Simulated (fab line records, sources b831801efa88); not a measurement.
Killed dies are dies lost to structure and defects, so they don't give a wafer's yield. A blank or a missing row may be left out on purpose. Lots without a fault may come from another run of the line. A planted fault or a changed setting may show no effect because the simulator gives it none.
fab line records | flow sfq_line
record lots=6 wafers=18 last_day=84
route steps=325 shown I5@235 C5@240 M6@251
lots that met no fault: from a run of the same line without faults
start_h: hours from the record's first day to the start of the lot's first wafer shown | wait_h: hours since the lot's step before | " the same as in the row above | L1.1+2: a row that stands for several wafers | - no value, or no start given | * or withheld: withheld | < > ~ a bound
route shown NAME@n: a module of which the file shows steps, and the number in the route of the first | usual: mean/standard deviation of fault-free wafers | same: alike in all rows | chamber/n: place in a boat | sites: the reading at each site | _std_site: their standard deviation | _edge_site: outer sites' mean less inner sites' | radius_mm: how far each site lies from the wafer's centre | mask NAME#n: copy n | behind: the tool/chamber that last shaped the wafer | hold: why the lot was held/for how many hours/how that ended | device: the transistor (n, p or np) that didn't switch | end of line: the same wafers' tests at the end of the route | a step without rows: its recipe alone | killed: dies lost to structure and defects at the first sort, not the wafer's yield | map: a wafer's dies, x killed, . not, _ none there
set.NAME: the setting as run; set.NAME@STEP: as run at that earlier step | model.NAME: the simulator's own value behind a step, which no gauge read
lots at some steps of the route; a table a step, a row a wafer
services: from which hour (start_h, from the record's first day; less than 0 if before it) a tool's chamber was out of use, for how many hours, and why
## steps
# step SFQ_I5_OVL_MEAS_936
# usual I5_OVL=0/6.1
# columns lot.wafer tool chamber start_h wait_h I5_OVL[nm]
L536.1 overlay-02 - 1496.27 0.1 -7
L536.2 " - " " 6
L536.4 " - " " -1
L537.1 overlay-02 - 1505.87 0.1 7
L537.3 " - " " 7
L537.4 " - " " 4
L538.1 overlay-01 - 1511.87 0.1 2
L538.2 " - " " -1
L538.3 " - " " -1
L541.3 overlay-01 - 1542.00 0.1 -3
L541.5 " - " " -9
L541.6 " - " " -6
L548.1 overlay-02 - 1644.99 0.1 -1
L548.3 " - " " 1
L548.6 " - " " 2
L549.1 overlay-02 - 1653.39 0.1 4
L549.4 " - " " 4
L549.6 " - " " 3
# step SFQ_TRILAYER_I5_BARC_OPEN_VIA_ETCH_200
# recipe mask_material=PR chemistry=O2 target_depth_nm=125 target=BARC source_w=500 bias_w=80 pressure_mtorr=30 time_s=41.7
# usual bias_w=79.99/0.24 chamber_pressure_mTorr=30.002/0.028 drypump_motor_current_A=5.6/0.35 oes_product_au=0.682/0.0045
# columns lot.wafer tool chamber start_h wait_h bias_w chamber_pressure_mTorr drypump_motor_current_A oes_product_au rf_hours_counter_h
L536.1 rie_diel-01 2 1496.30 0.0 79.81 30.010 5.8 0.684 2
L536.2 " 0 " " 80.21 29.980 6.1 0.686 21
L536.4 " 3 " " 79.57 29.993 5.9 0.673 20
L537.1 rie_diel-02 3 1505.90 0.0 79.86 30.006 5.4 0.685 21
L537.3 " 0 " " 79.92 29.980 5.5 0.681 17
L537.4 " 1 " " 79.73 30.066 5.8 0.691 20
L538.1 rie_diel-02 3 1511.90 0.0 80.57 30.005 5.4 0.680 21
L538.2 " 0 " " 80.63 30.038 5.5 0.678 17
L538.3 " 1 " " 80.05 30.011 5.7 0.686 20
L541.3 rie_diel-01 0 1542.03 0.0 79.37 29.977 6.1 0.680 22
L541.5 " 0 " " 79.69 30.010 6.1 0.685 -
L541.6 " 2 " " 79.93 30.035 5.8 0.684 -
L548.1 rie_diel-01 2 1645.03 0.0 80.05 29.982 5.8 0.683 3
L548.3 " 1 " " 80.26 30.014 5.0 0.687 19
L548.6 " 0 " " 79.81 30.036 6.1 0.689 -
L549.1 rie_diel-03 2 1653.43 0.0 79.89 30.004 5.8 0.682 17
L549.4 " 1 " " 80.01 30.024 5.6 0.679 17
L549.6 " 2 " " 79.69 30.002 5.8 0.677 -
# step SFQ_TRILAYER_I5_ETCH_VIA_ETCH_147
# recipe stop_on=Nb mask_material=PR chemistry=CHF3 target_depth_nm=360 source_w=500 bias_w=80 pressure_mtorr=30 time_s=withheld
# usual bias_w=80.05/0.26 chamber_pressure_mTorr=30.000/0.029 drypump_motor_current_A=5.6/0.35 oes_product_au=0.987/0.0065
# columns lot.wafer tool chamber start_h wait_h bias_w chamber_pressure_mTorr drypump_motor_current_A oes_product_au
L536.1 rie_diel-01 2 1496.34 0.0 79.63 29.959 5.8 0.989
L536.2 " 0 " " 80.22 29.999 6.1 0.982
L536.4 " 3 " " 80.24 29.987 5.9 0.991
L537.1 rie_diel-02 3 1505.94 0.0 80.27 29.983 5.4 0.986
L537.3 " 0 " " 80.00 29.976 5.5 0.997
L537.4 " 1 " " 79.81 29.988 5.7 0.992
L538.1 rie_diel-02 3 1511.94 0.0 79.79 30.057 5.4 0.982
L538.2 " 0 " " 80.37 29.954 5.5 0.991
L538.3 " 1 " " 80.05 29.988 5.7 0.979
L541.3 rie_diel-01 0 1542.07 0.0 80.32 30.032 6.1 0.978
L541.5 " 0 " " 79.79 30.011 6.1 0.984
L541.6 " 2 " " 80.44 30.005 5.8 0.985
L548.1 rie_diel-01 2 1645.07 0.0 80.46 29.975 5.8 0.978
L548.3 " 1 " " 79.84 29.986 5.1 0.982
L548.6 " 0 " " 79.81 30.029 6.1 0.973
L549.1 rie_diel-03 2 1653.47 0.0 80.18 29.982 5.8 0.982
L549.4 " 1 " " 80.03 30.043 5.6 0.988
L549.6 " 2 " " 80.11 30.009 5.8 0.990
# step SFQ_TRILAYER_I5_STRIP_STRIP_148
# recipe gas=O2 power_w=200 platen_temp_c=40 overash_fraction=0.65 chemistry=O2 pressure_mtorr=50
# usual drypump_motor_current_A=5.4/0.38 oes_product_au=0.997/0.0076
# columns lot.wafer tool chamber start_h wait_h drypump_motor_current_A oes_product_au rf_hours_counter_h
L536.1 rie_metal-01 0 1496.49 - 5.9 0.996 32
L536.2 " 1 " " 5.5 0.991 11
L536.4 " 1 " " 5.5 0.985 -
L537.1 rie_metal-02 0 1506.09 - 4.7 0.991 38
L537.3 " 1 " " 5.4 0.994 -
L537.4 " 0 " " 4.7 0.986 -
L538.1 rie_metal-01 1 1512.09 - 5.5 0.985 13
L538.2 " 0 " " 5.9 0.993 35
L538.3 " 0 " " 5.9 1.000 -
L541.3 rie_metal-03 0 1542.42 - 5.5 1.003 -
L541.5 " 0 " " 5.5 1.003 -
L541.6 " 1 " " 5.3 0.997 -
L548.1 rie_metal-01 1 1645.22 - 5.5 0.980 25
L548.3 " 1 " " 5.5 0.993 -
L548.6 " 1 " " 5.5 0.984 -
L549.1 rie_metal-02 1 1653.62 - 5.4 0.995 56
L549.4 " 0 " " 4.7 0.987 -
L549.6 " 0 " " 4.7 0.992 -
# step SFQ_TRILAYER_I5_STRIP_SOLV_CLEAN_149
# recipe chemistry=NMP temp_c=70 time_s=600
# step SFQ_TRILAYER_C5_LITHO_COAT_156
# recipe resist=BARC spin_rpm=3000 resist_thk_nm=62
# step SFQ_TRILAYER_C5_LITHO_COAT_151
# recipe resist=KrF spin_rpm=3000 resist_thk_nm=650
# step SFQ_TRILAYER_C5_LITHO_SOFTBAKE_155
# recipe temp_c=withheld time_s=withheld resist=KrF
# step SFQ_TRILAYER_C5_LITHO_EXPOSE_152
# recipe mask_id=C5 na=0.6 source_shape=conventional sigma_outer=0.65 target_cd_nm=500 dose_mj=21.3
# step SFQ_TRILAYER_C5_LITHO_PEB_154
# recipe peb_temp_c=115 peb_time_s=60 resist=KrF
# step SFQ_TRILAYER_C5_LITHO_DEVELOP_153
# recipe time_s=60 resist=KrF
# step SFQ_C5_OVL_MEAS_937
# usual C5_OVL=2/5.6
# columns lot.wafer tool chamber start_h wait_h C5_OVL[nm]
L536.1 overlay-01 - 1501.42 0.1 -4
L536.2 " - " " -14
L536.4 " - " " -12
L537.1 overlay-02 - 1510.92 0.1 0
L537.3 " - " " -2
L537.4 " - " " 0
L538.1 overlay-02 - 1515.38 0.1 7
L538.2 " - " " 0
L538.3 " - " " 1
L541.3 overlay-02 - 1545.25 0.1 0
L541.5 " - " " 0
L541.6 " - " " -2
L548.1 overlay-02 - 1740.75 0.1 4
L548.3 " - " " 8
L548.6 " - " " 7
L549.1 overlay-02 - 1744.35 0.1 1
L549.4 " - " " 1
L549.6 " - " " 7
# step SFQ_TRILAYER_C5_BARC_OPEN_VIA_ETCH_210
# recipe mask_material=PR chemistry=O2 target_depth_nm=125 target=BARC source_w=500 bias_w=80 pressure_mtorr=30 time_s=41.7
# usual bias_w=80.01/0.22 chamber_pressure_mTorr=29.999/0.029 drypump_motor_current_A=5.6/0.33 oes_product_au=0.685/0.0045
# columns lot.wafer tool chamber start_h wait_h bias_w chamber_pressure_mTorr drypump_motor_current_A oes_product_au rf_hours_counter_h model.KrF_of_TRILAYER_C5_LITHO_COAT_151.thk_nm
L536.1 rie_diel-02 0 1501.45 0.0 - - - - - 627.2
L536.2 " 2 " " - - - - - 628
L536.4 " 1 " " - - - - - 626.5
L537.1 rie_diel-04 2 1510.96 0.0 - - - - - 621.6
L537.3 " 3 " " - - - - - 623.4
L537.4 " 0 " " - - - - - 621.3
L538.1 rie_diel-01 1 1515.41 0.0 80.16 30.007 5.0 0.683 18 579.7
L538.2 " 0 " " 80.40 29.961 6.1 0.680 22 580.2
L538.3 " 2 " " 80.12 29.946 5.8 0.687 2 581.3
L541.3 rie_diel-02 1 1545.28 0.0 79.94 29.982 5.7 0.691 21 579.1
L541.5 " 3 " " 80.25 29.993 5.4 0.680 - 578.6
L541.6 " 2 " " 79.84 29.963 4.9 0.693 - 578
L548.1 rie_diel-04 0 1740.79 0.0 80.30 30.004 5.7 0.683 14 575.3
L548.3 " 2 " " 80.16 30.013 5.8 0.686 1 577.4
L548.6 " 3 " " 80.05 30.014 5.8 0.680 - 577
L549.1 rie_diel-04 3 1744.39 0.0 80.24 29.972 5.8 0.685 15 576.8
L549.4 " 2 " " 79.97 30.039 5.8 0.681 1 577.3
L549.6 " 2 " " 80.24 29.984 5.8 0.688 - 576.5
# step SFQ_TRILAYER_C5_ETCH_VIA_ETCH_154
# recipe target=SiO2 mask_material=PR chemistry=CHF3 target_depth_nm=84 source_w=500 bias_w=80 pressure_mtorr=30 time_s=withheld stop_on=Nb
# usual bias_w=80.02/0.24 chamber_pressure_mTorr=29.996/0.026 drypump_motor_current_A=5.6/0.33 oes_product_au=0.895/0.0082
# columns lot.wafer tool chamber start_h wait_h bias_w chamber_pressure_mTorr drypump_motor_current_A oes_product_au model.KrF_of_TRILAYER_C5_LITHO_COAT_151.thk_nm
L536.1 rie_diel-02 0 1501.49 0.0 80.16 30.008 5.5 0.368 612.8
L536.2 " 2 " " 80.09 30.015 4.9 0.374 613.6
L536.4 " 1 " " 80.02 29.986 5.7 0.376 612.3
L537.1 rie_diel-04 2 1511.00 0.0 79.85 29.987 5.8 0.372 607.1
L537.3 " 3 " " 79.92 29.929 5.8 0.383 608.8
L537.4 " 0 " " 80.22 29.994 5.7 0.378 606.9
L538.1 rie_diel-01 1 1515.45 0.0 80.00 29.966 5.1 0.897 565.2
L538.2 " 0 " " 80.21 30.004 6.1 0.893 565.8
L538.3 " 2 " " 80.40 30.015 5.8 0.884 566.9
L541.3 rie_diel-02 1 1545.32 0.0 79.90 30.031 5.7 0.891 564.8
L541.5 " 3 " " 79.48 29.967 5.4 0.905 564.3
L541.6 " 2 " " 79.69 29.982 5.0 0.908 563.6
L548.1 rie_diel-04 0 1740.83 0.0 79.96 30.004 5.7 0.886 560.9
L548.3 " 2 " " 79.92 30.004 5.8 0.887 563.2
L548.6 " 3 " " 79.73 30.030 5.8 0.896 562.5
L549.1 rie_diel-04 3 1744.43 0.0 79.70 30.022 5.8 0.899 562.3
L549.4 " 2 " " 79.46 29.980 5.8 0.904 563
L549.6 " 2 " " 79.73 30.030 5.8 0.905 562.3
# step SFQ_TRILAYER_C5_STRIP_STRIP_155
# recipe gas=O2 power_w=200 platen_temp_c=40 overash_fraction=0.65 chemistry=O2 pressure_mtorr=50
# usual drypump_motor_current_A=5.4/0.43 oes_product_au=1.003/0.01
# columns lot.wafer tool chamber start_h wait_h drypump_motor_current_A oes_product_au rf_hours_counter_h
L536.1 rie_metal-02 1 1501.54 - 5.4 1.002 41
L536.2 " 0 " " 4.7 1.001 37
L536.4 " 1 " " 5.4 0.992 -
L537.1 rie_metal-04 0 1511.04 - 6.1 1.000 60
L537.3 " 1 " " 5.7 1.018 -
L537.4 " 0 " " 6.1 1.009 -
L538.1 rie_metal-02 1 1515.50 - 5.4 0.995 43
L538.2 " 0 " " 4.7 0.993 39
L538.3 " 1 " " 5.4 0.996 -
L541.3 rie_metal-02 1 1545.56 - 5.4 0.992 -
L541.5 " 1 " " 5.4 0.992 -
L541.6 " 0 " " 4.7 0.995 -
L548.1 rie_metal-02 1 1740.87 - 5.4 0.981 69
L548.3 " 0 " " 4.7 1.008 -
L548.6 " 1 " " 5.4 0.990 -
L549.1 rie_metal-03 0 1744.47 - 5.5 1.008 42
L549.4 " 1 " " 5.2 1.009 -
L549.6 " 0 " " 5.5 1.008 -
# step SFQ_TRILAYER_C5_STRIP_SOLV_CLEAN_156
# recipe chemistry=NMP temp_c=70 time_s=600
# step SFQ_TRILAYER_M6_DEP_PRE_CLEAN_158
# recipe gas=Ar time_s=22.5 bias_v=250
# step SFQ_TRILAYER_M6_DEP_SPUTTER_157
# recipe material=Nb base_pressure_pa=1.33e-06 chamber_pressure_pa=0.1333 substrate_temp_c=20 target_thk_nm=200 power_w=2000 time_s=133.3
# usual cathode_dc_power_W=2000.0/0.4 throttle_valve_pct=30.6/0.99
# columns lot.wafer tool chamber start_h wait_h cathode_dc_power_W throttle_valve_pct
L536.1 pvd_sputter-05 - 1502.36 0.0 1999.8 29.9
L536.2 " - " " 1999.8 29.7
L536.4 " - " " 2000.3 30.1
L537.1 pvd_sputter-05 - 1511.86 0.0 2000.2 30.0
L537.3 " - " " 1999.7 30.0
L537.4 " - " " 1999.3 29.5
L538.1 pvd_sputter-04 - 1516.31 0.0 1999.7 30.8
L538.2 " - " " 1999.8 32.9
L538.3 " - " " 2000.3 30.0
L541.3 pvd_sputter-05 - 1546.17 0.0 1999.9 29.6
L541.5 " - " " 2000.3 29.7
L541.6 " - " " 1999.9 29.9
L548.1 pvd_sputter-04 - 1741.68 0.0 1999.9 33.3
L548.3 " - " " 1999.8 30.5
L548.6 " - " " 2000.7 30.7
L549.1 pvd_sputter-03 - 1745.28 0.0 1999.2 31.4
L549.4 " - " " 2000.4 30.4
L549.6 " - " " 2000.1 31.5
# step SFQ_M6_RS_MEAS_938
# recipe thk_meas_gauge=four-point-probe reads=Nb_of_TRILAYER_M6_DEP_SPUTTER_157
# usual M6_NB_RS=0.886/0.0087
# columns lot.wafer tool chamber start_h wait_h M6_NB_RS[ohm/sq]
L536.1 film_metro-01 - 1502.45 0.0 0.878
L536.2 " - " " 0.889
L536.4 " - " " 0.873
L537.1 film_metro-02 - 1511.95 0.0 0.892
L537.3 " - " " 0.893
L537.4 " - " " 0.901
L538.1 film_metro-03 - 1516.40 0.0 0.877
L538.2 " - " " 0.883
L538.3 " - " " 0.881
L541.3 film_metro-01 - 1546.30 0.1 0.900
L541.5 " - " " 0.897
L541.6 " - " " 0.893
L548.1 film_metro-03 - 1741.77 0.0 0.870
L548.3 " - " " 0.876
L548.6 " - " " 0.876
L549.1 film_metro-01 - 1745.37 0.0 0.888
L549.4 " - " " 0.887
L549.6 " - " " 0.881
# step SFQ_TRILAYER_M6_LITHO_COAT_164
# recipe resist=BARC spin_rpm=3000 resist_thk_nm=62
# step SFQ_TRILAYER_M6_LITHO_COAT_159
# recipe resist=KrF spin_rpm=3000 resist_thk_nm=609
# step SFQ_TRILAYER_M6_LITHO_SOFTBAKE_163
# recipe temp_c=withheld time_s=withheld resist=KrF
# step SFQ_TRILAYER_M6_LITHO_EXPOSE_160
# recipe mask_id=M6 na=0.6 source_shape=conventional sigma_outer=0.65 target_cd_nm=500 dose_mj=14.4
# usual exposure_dose_mJ_cm2=14.403/0.013 focus_offset_nm=0.0/0.56
# columns lot.wafer tool chamber start_h wait_h mask exposure_dose_mJ_cm2 focus_offset_nm
L536.1 krf_scanner-02 - 1617.09 - M6#0 - -
L536.2 " - " " M6#0 - -
L536.4 " - " " M6#0 - -
L537.1 krf_scanner-02 - 1630.29 - M6#0 - -
L537.3 " - " " M6#0 - -
L537.4 " - " " M6#0 - -
L538.1 krf_scanner-02 0 1636.29 - M6#0 14.393 0.2
L538.2 " 0 " " M6#0 14.404 0.4
L538.3 " 0 " " M6#0 14.411 0.4
L541.3 krf_scanner-02 0 1661.89 - M6#0 14.391 -0.8
L541.5 " 0 " " M6#0 14.396 -0.7
L541.6 " 0 " " M6#0 14.385 0.0
L548.1 krf_scanner-01 0 1742.70 - M6#0 14.429 0.2
L548.3 " 0 " " M6#0 14.412 -0.2
L548.6 " 0 " " M6#0 14.425 -0.2
L549.1 krf_scanner-01 0 1746.30 - M6#0 14.387 -0.3
L549.4 " 0 " " M6#0 14.408 0.0
L549.6 " 0 " " M6#0 14.390 -0.2
# step SFQ_TRILAYER_M6_LITHO_PEB_162
# recipe peb_temp_c=115 peb_time_s=60 resist=KrF
## services
# columns tool chamber start_h hours kind
rie_metal-03 1 1479.73 7.8 repair
rie_diel-03 0 1496.92 2.2 repair
rie_diel-01 - 1497.49 1.1 repair
rie_diel-03 1 1502.50 3.4 repair
rie_diel-02 2 1508.96 2.8 repair
rie_diel-04 1 1510.22 60.7 repair
krf_scanner-02 - 1516.37 1.0 pm
krf_scanner-02 - 1526.01 1.1 repair
rie_diel-01 1 1530.57 19.5 repair
krf_scanner-02 - 1534.18 1.3 pm
rie_diel-03 - 1555.22 1.1 repair
rie_metal-03 - 1581.46 14.6 pm
rie_diel-04 1 1591.04 7.2 repair
krf_scanner-01 - 1594.49 0.8 pm
rie_diel-04 - 1596.31 2.8 pm
rie_metal-01 0 1643.39 6.0 repair
rie_diel-04 3 1650.05 6.5 repair
rie_diel-04 - 1662.88 0.8 repair
krf_scanner-02 - 1671.04 0.5 repair
rie_diel-02 - 1683.97 0.5 repair
rie_diel-02 - 1685.44 1.0 repair
krf_scanner-02 - 1685.53 1.0 pm
rie_diel-01 - 1705.12 14.6 pm
krf_scanner-02 - 1710.80 1.3 pm
## key
first_sign step=SFQ_TRILAYER_C5_BARC_OPEN_VIA_ETCH_210 reading=tool_record direction=missing
effect step=SFQ_TRILAYER_C5_ETCH_VIA_ETCH_154 reading=oes_product_au direction=down sigmas=63 usual=0.895 struck=0.375
effect step=SFQ_TRILAYER_M6_LITHO_EXPOSE_160 reading=tool_record direction=missing
model_effect step=SFQ_TRILAYER_C5_BARC_OPEN_VIA_ETCH_210 value=KrF_of_TRILAYER_C5_LITHO_COAT_151.thk_nm without=577.6 struck=624.7
model_effect step=SFQ_TRILAYER_C5_ETCH_VIA_ETCH_154 value=KrF_of_TRILAYER_C5_LITHO_COAT_151.thk_nm without=563.1 struck=610.2
met_at SFQ_TRILAYER_C5_BARC_OPEN_VIA_ETCH_210
struck_wafers L536.1,L536.2,L536.4,L537.1,L537.3,L537.4
fault kind=skipped_step_whole tool=rie_diel-02,rie_diel-04 chamber=- onset_h=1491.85 steps=SFQ_TRILAYER_C5_BARC_OPEN_VIA_ETCH_210 scope=struck_lots_only
